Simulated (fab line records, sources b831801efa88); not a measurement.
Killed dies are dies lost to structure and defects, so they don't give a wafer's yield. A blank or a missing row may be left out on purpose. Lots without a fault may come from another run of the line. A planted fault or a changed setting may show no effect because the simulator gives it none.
fab line records | flow sky130
record lots=15 wafers=45 last_day=51
route steps=708 shown SD_N@344 LI_CONTACT@377
lots that met no fault: from a run of the same line without faults
start_h: hours from the record's first day to the start of the lot's first wafer shown | wait_h: hours since the lot's step before | " the same as in the row above | L1.1+2: a row that stands for several wafers | - no value, or no start given | * or withheld: withheld | < > ~ a bound
route shown NAME@n: a module of which the file shows steps, and the number in the route of the first | usual: mean/standard deviation of fault-free wafers | same: alike in all rows | chamber/n: place in a boat | sites: the reading at each site | _std_site: their standard deviation | _edge_site: outer sites' mean less inner sites' | radius_mm: how far each site lies from the wafer's centre | mask NAME#n: copy n | behind: the tool/chamber that last shaped the wafer | hold: why the lot was held/for how many hours/how that ended | device: the transistor (n, p or np) that didn't switch | end of line: the same wafers' tests at the end of the route | a step without rows: its recipe alone | killed: dies lost to structure and defects at the first sort, not the wafer's yield | map: a wafer's dies, x killed, . not, _ none there
set.NAME: the setting as run; set.NAME@STEP: as run at that earlier step | model.NAME: the simulator's own value behind a step, which no gauge read
steps of the route over a sample of lots; a table a step, a row a wafer
services: from which hour (start_h, from the record's first day; less than 0 if before it) a tool's chamber was out of use, for how many hours, and why
## steps
# step SKY_SD_N_COAT_02
# recipe resist=NOVOLAK spin_rpm=3000 resist_thk_nm=1140
# usual chill_plate_temp_C=22.99/0.096 dispense_pressure_kPa=51/4
# columns lot.wafer tool chamber start_h wait_h chill_plate_temp_C dispense_pressure_kPa
L430.1 litho_track-01 0 662.99 0.1 23.05 54
L430.4 " 0 " " 23.06 54
L430.5 " 0 " " 22.80 54
L431.1 litho_track-04 0 666.76 0.1 23.00 54
L431.4 " 0 " " 22.95 54
L431.6 " 0 " " 22.98 54
L432.1 litho_track-01 0 672.99 0.1 23.04 54
L432.5 " 0 " " 23.11 54
L432.6 " 0 " " 22.97 54
L433.1 litho_track-04 0 675.51 0.1 23.00 54
L433.2 " 0 " " 23.09 54
L433.3 " 0 " " 22.88 54
L434.1 litho_track-02 0 696.60 0.1 22.93 45
L434.2 " 0 " " 22.97 45
L434.6 " 0 " " 22.93 45
L435.2 litho_track-01 0 698.61 0.1 22.96 54
L435.5 " 0 " " 22.92 54
L435.6 " 0 " " 22.94 54
L436.3 litho_track-04 0 711.36 0.1 23.13 54
L436.5 " 0 " " 23.01 54
L436.6 " 0 " " 23.03 54
L437.1 litho_track-02 0 712.50 0.1 23.07 45
L437.3 " 0 " " 23.09 45
L437.4 " 0 " " 23.04 45
L441.2 litho_track-02 - 740.22 0.1 - -
L441.3 " - " " - -
L441.4 " - " " - -
L442.1 litho_track-04 - 761.06 0.1 - -
L442.4 " - " " - -
L442.5 " - " " - -
L443.1 litho_track-01 - 764.84 0.1 - -
L443.4 " - " " - -
L443.6 " - " " - -
L450.1 litho_track-02 0 816.20 0.1 22.76 45
L450.2 " 0 " " 22.89 45
L450.5 " 0 " " 22.98 45
L449.2 litho_track-01 0 817.66 0.1 23.01 54
L449.4 " 0 " " 22.91 54
L449.6 " 0 " " 23.05 54
L451.4 litho_track-04 0 822.84 0.1 22.99 54
L451.5 " 0 " " 22.92 54
L451.6 " 0 " " 22.99 54
L452.1 litho_track-01 0 832.89 0.1 22.94 54
L452.4 " 0 " " 22.90 54
L452.6 " 0 " " 22.86 54
# step SKY_SD_N_CD_MEAS_07
# recipe target_cd_nm=380
# usual cd_nm=379.9/2.6
# columns lot.wafer tool chamber start_h wait_h cd_nm
L430.1 cd_sem-01 - 677.26 0.1 377.4
L430.4 " - " " 380.4
L430.5 " - " " 380.0
L431.1 cd_sem-01 - 681.34 0.1 382.5
L431.4 " - " " 378.5
L431.6 " - " " 377.1
L432.1 cd_sem-01 - 687.55 0.1 381.8
L432.5 " - " " 382.1
L432.6 " - " " 380.1
L433.1 cd_sem-02 - 690.84 0.1 379.8
L433.2 " - " " 381.9
L433.3 " - " " 381.0
L434.1 cd_sem-02 - 711.04 0.1 380.1
L434.2 " - " " 380.3
L434.6 " - " " 379.1
L435.2 cd_sem-01 - 713.66 0.1 383.5
L435.5 " - " " 384.2
L435.6 " - " " 385.1
L436.3 cd_sem-02 - 725.09 0.1 375.8
L436.5 " - " " 376.7
L436.6 " - " " 376.1
L437.1 cd_sem-01 - 726.26 0.1 381.5
L437.3 " - " " 380.6
L437.4 " - " " 380.5
L441.2 cd_sem-01 - 754.68 0.1 -
L441.3 " - " " -
L441.4 " - " " -
L442.1 cd_sem-02 - 775.26 0.1 -
L442.4 " - " " -
L442.5 " - " " -
L443.1 cd_sem-02 - 779.14 0.1 -
L443.4 " - " " -
L443.6 " - " " -
L450.1 cd_sem-01 - 830.55 0.1 375.4
L450.2 " - " " 374.7
L450.5 " - " " 375.1
L449.2 cd_sem-02 - 832.18 0.1 378.0
L449.4 " - " " 382.2
L449.6 " - " " 376.9
L451.4 cd_sem-02 - 836.55 0.1 382.0
L451.5 " - " " 381.5
L451.6 " - " " 381.2
L452.1 cd_sem-01 - 844.85 0.1 379.1
L452.4 " - " " 379.4
L452.6 " - " " 380.1
# step SKY_LI_CONTACT_ETCH_15
# recipe target=PSG chemistry=C4F8/O2/Ar stop_on=Si taper_deg=4.15 mask_material=KrF-thick source_w=1500 bias_w=1200 pressure_mtorr=40 c4f8_flow_sccm=withheld O2_flow_sccm=6 Ar_flow_sccm=300 time_s=withheld target_depth_a=6000
# usual oes_product_au=0.837/0.0046
# columns lot.wafer tool chamber start_h wait_h oes_product_au
L430.1 rie_diel-01 3 706.37 0.0 0.828
L430.4 " 0 " " 0.832
L430.5 " 3 " " 0.831
L431.1 rie_diel-04 1 711.12 0.0 0.833
L431.4 " 0 " " 0.840
L431.6 " 3 " " 0.837
L432.1 rie_diel-01 3 717.49 0.0 0.835
L432.5 " 3 " " 0.840
L432.6 " 0 " " 0.835
L433.1 rie_diel-02 2 720.14 0.0 0.830
L433.2 " 1 " " 0.825
L433.3 " 0 " " 0.840
L434.1 rie_diel-01 3 741.34 0.0 0.835
L434.2 " 1 " " 0.838
L434.6 " 3 " " 0.836
L435.2 rie_diel-02 0 743.49 0.0 0.839
L435.5 " 3 " " 0.840
L435.6 " 2 " " 0.839
L436.3 rie_diel-02 0 754.99 0.0 0.843
L436.5 " 1 " " 0.838
L436.6 " 0 " " 0.835
L437.1 rie_diel-04 3 756.29 0.0 0.829
L437.3 " 1 " " 0.833
L437.4 " 0 " " 0.845
L441.2 rie_diel-01 3 783.54 0.0 0.836
L441.3 " 1 " " 0.837
L441.4 " 1 " " 0.832
L442.1 rie_diel-02 2 804.64 0.0 0.843
L442.4 " 0 " " 0.831
L442.5 " 2 " " 0.839
L443.1 rie_diel-01 1 807.72 0.0 0.841
L443.4 " 2 " " 0.835
L443.6 " 0 " " 0.842
L450.1 rie_diel-04 3 858.94 0.0 0.838
L450.2 " 2 " " 0.846
L450.5 " 3 " " 0.834
L449.2 rie_diel-01 1 860.24 0.0 0.838
L449.4 " 3 " " 0.842
L449.6 " 2 " " 0.841
L451.4 rie_diel-01 1 864.69 0.0 0.841
L451.5 " 2 " " 0.839
L451.6 " 1 " " 0.836
L452.1 rie_diel-02 1 872.27 0.0 0.835
L452.4 " 3 " " 0.845
L452.6 " 2 " " 0.845
# step SKY_LI_CONTACT_STRIP_16
# recipe chemistry=O2/N2 power_w=1400 pressure_mtorr=1500 platen_temp_c=withheld o2_flow_sccm=3000 n2_flow_sccm=300 overash_fraction=0.5
# usual drypump_motor_current_A=5.7/0.4 oes_product_au=0.376/0.0044 strip_time_to_endpoint_s=3.49/0.03
# columns lot.wafer tool chamber start_h wait_h drypump_motor_current_A oes_product_au rf_hours_counter_h strip_time_to_endpoint_s
L430.1 plasma_asher-03 0 706.46 - 5.3 0.378 86 3.50
L430.4 " 0 " " 5.3 0.381 - 3.48
L430.5 " 0 " " 5.3 0.376 - 3.53
L431.1 plasma_asher-03 1 711.21 - 6.4 0.375 86 3.49
L431.4 " 0 " " 5.3 0.377 - 3.51
L431.6 " 0 " " 5.4 0.377 - 3.46
L432.1 plasma_asher-04 1 717.57 - 5.6 0.373 104 3.46
L432.5 " 0 " " 5.5 0.375 - 3.50
L432.6 " 1 " " 5.6 0.381 - 3.47
L433.1 plasma_asher-03 0 720.22 - 5.4 0.371 87 3.52
L433.2 " 1 " " 6.4 0.381 87 3.54
L433.3 " 0 " " 5.3 0.370 - 3.51
L434.1 plasma_asher-02 1 741.43 - 5.4 0.376 28 3.47
L434.2 " 0 " " 5.5 0.373 28 3.48
L434.6 " 1 " " 5.4 0.374 - 3.49
L435.2 plasma_asher-02 0 743.58 - 5.4 0.371 28 3.51
L435.5 " 0 " " 5.4 0.379 - 3.51
L435.6 " 1 " " 5.4 0.372 - 3.54
L436.3 plasma_asher-02 1 755.11 - 5.4 0.378 - 3.50
L436.5 " 1 " " 5.4 0.380 - 3.54
L436.6 " 0 " " 5.4 0.368 - 3.52
L437.1 plasma_asher-03 1 756.38 - 6.4 0.363 90 3.46
L437.3 " 1 " " 6.4 0.379 - 3.53
L437.4 " 0 " " 5.3 0.381 - 3.50
L441.2 plasma_asher-04 1 783.63 - 5.6 0.373 4 3.48
L441.3 " 0 " " 5.5 0.380 - 3.50
L441.4 " 1 " " 5.6 0.385 - 3.50
L442.1 plasma_asher-03 1 804.72 - 6.4 0.376 94 3.50
L442.4 " 0 " " 5.3 0.376 - 3.47
L442.5 " 0 " " 5.3 0.377 - 3.49
L443.1 plasma_asher-04 0 807.81 - 5.5 0.373 7 3.47
L443.4 " 0 " " 5.5 0.372 - 3.44
L443.6 " 0 " " 5.5 0.376 - 3.44
L450.1 plasma_asher-03 1 859.03 - 6.4 0.370 99 3.43
L450.2 " 0 " " 5.3 0.378 99 3.45
L450.5 " 1 " " 6.4 0.380 - 3.47
L449.2 plasma_asher-04 0 860.32 - 5.5 0.373 12 3.52
L449.4 " 0 " " 5.5 0.369 - 3.46
L449.6 " 1 " " 5.6 0.375 - 3.50
L451.4 plasma_asher-02 1 864.81 - 5.4 0.380 - 3.50
L451.5 " 0 " " 5.4 0.378 - 3.51
L451.6 " 1 " " 5.4 0.378 - 3.50
L452.1 plasma_asher-02 0 872.36 - 5.5 0.374 42 3.53
L452.4 " 0 " " 5.4 0.373 - 3.48
L452.6 " 1 " " 5.4 0.373 - 3.52
# step SKY_LI_CONTACT_SPUTTER_20
# recipe material=TiN target_thk_nm=20 chamber_pressure_pa=5 power_w=4000 time_s=80
# usual throttle_valve_pct=29.6/1.1
# columns lot.wafer tool chamber start_h wait_h throttle_valve_pct
L430.1 pvd_sputter-03 - 706.83 0.0 29.9
L430.4 " - " " 28.7
L430.5 " - " " 27.9
L431.1 pvd_sputter-03 - 711.58 0.0 31.0
L431.4 " - " " 29.8
L431.6 " - " " 28.5
L432.1 pvd_sputter-02 - 717.94 0.0 29.5
L432.5 " - " " 29.5
L432.6 " - " " 29.5
L433.1 pvd_sputter-04 - 720.61 0.0 29.7
L433.2 " - " " 31.3
L433.3 " - " " 30.3
L434.1 pvd_sputter-02 - 741.82 0.0 30.6
L434.2 " - " " 29.4
L434.6 " - " " 29.6
L435.2 pvd_sputter-02 - 743.95 0.0 29.8
L435.5 " - " " 30.4
L435.6 " - " " 29.4
L436.3 pvd_sputter-03 - 755.48 0.0 30.1
L436.5 " - " " 31.5
L436.6 " - " " 27.9
L437.1 pvd_sputter-04 - 756.77 0.0 30.7
L437.3 " - " " 28.8
L437.4 " - " " 31.0
L441.2 pvd_sputter-04 - 784.00 0.0 29.8
L441.3 " - " " 30.3
L441.4 " - " " 31.2
L442.1 pvd_sputter-02 - 805.09 0.0 29.6
L442.4 " - " " 29.6
L442.5 " - " " 30.1
L443.1 pvd_sputter-02 - 808.18 0.0 29.4
L443.4 " - " " 30.0
L443.6 " - " " 29.5
L450.1 pvd_sputter-03 - 859.40 0.0 31.2
L450.2 " - " " 28.0
L450.5 " - " " 31.2
L449.2 pvd_sputter-04 - 860.69 0.0 29.7
L449.4 " - " " 30.6
L449.6 " - " " 28.8
L451.4 pvd_sputter-04 - 865.14 0.0 31.3
L451.5 " - " " 31.2
L451.6 " - " " 30.2
L452.1 pvd_sputter-03 - 872.73 0.0 27.7
L452.4 " - " " 28.5
L452.6 " - " " 29.8
## services
# columns tool chamber start_h hours kind
pvd_sputter-04 - 639.36 8.2 repair
plasma_asher-02 - 655.33 14.6 pm
rie_diel-04 0 656.28 6.3 repair
rie_diel-04 2 671.68 3.4 repair
rie_diel-02 1 684.31 14.2 repair
rie_diel-02 0 700.05 1.7 repair
plasma_asher-04 - 710.14 1.0 repair
rie_diel-04 - 712.04 0.5 repair
rie_diel-02 - 712.89 1.4 repair
plasma_asher-04 - 733.75 9.0 pm
pvd_sputter-02 - 745.00 10.9 repair
rie_diel-04 2 746.10 5.6 repair
plasma_asher-03 - 762.55 14.6 pm
rie_diel-01 2 773.41 15.3 repair
pvd_sputter-04 - 794.38 2.2 repair
rie_diel-01 3 810.42 - clean
rie_diel-01 3 810.42 19.2 scheduled_down
pvd_sputter-02 - 819.87 9.2 repair
pvd_sputter-02 - 825.27 1.7 repair
rie_diel-02 - 834.16 2.8 pm
rie_diel-04 - 839.00 0.6 repair
rie_diel-02 0 845.38 17.4 repair
rie_diel-04 0 864.53 2.7 repair
rie_diel-01 3 871.08 19.1 repair
## key
first_sign step=SKY_SD_N_COAT_02 reading=tool_record direction=missing
effect step=SKY_SD_N_CD_MEAS_07 reading=cd_nm direction=missing
met_at SKY_SD_N_COAT_02
struck_lots L441,L442,L443
sort_left_out L441.2,L441.3,L441.4,L442.1,L442.4,L442.5,L443.1,L443.4,L443.6
tester_left_out L441,L442,L443
not_acting_at SKY_LI_CONTACT_ETCH_15,SKY_LI_CONTACT_STRIP_16,SKY_LI_CONTACT_SPUTTER_20
onset_between 712.50 740.22
fault kind=skipped_step_whole tool=litho_track-01,litho_track-02,litho_track-04 chamber=- onset_h=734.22 steps=SKY_SD_N_COAT_02 scope=struck_lots_only
# tester_left_out: of these lots the tester's yield and bins aren't shown, on N5 and GAA mostly nor the transistor test; their killed dies are dies lost to structure and defects alone, not to doping, threshold or leakage, so they don't give the yield
# sort_left_out: the simulated sort isn't trusted on such a fault, so these wafers' sort isn't shown, and their yield isn't known
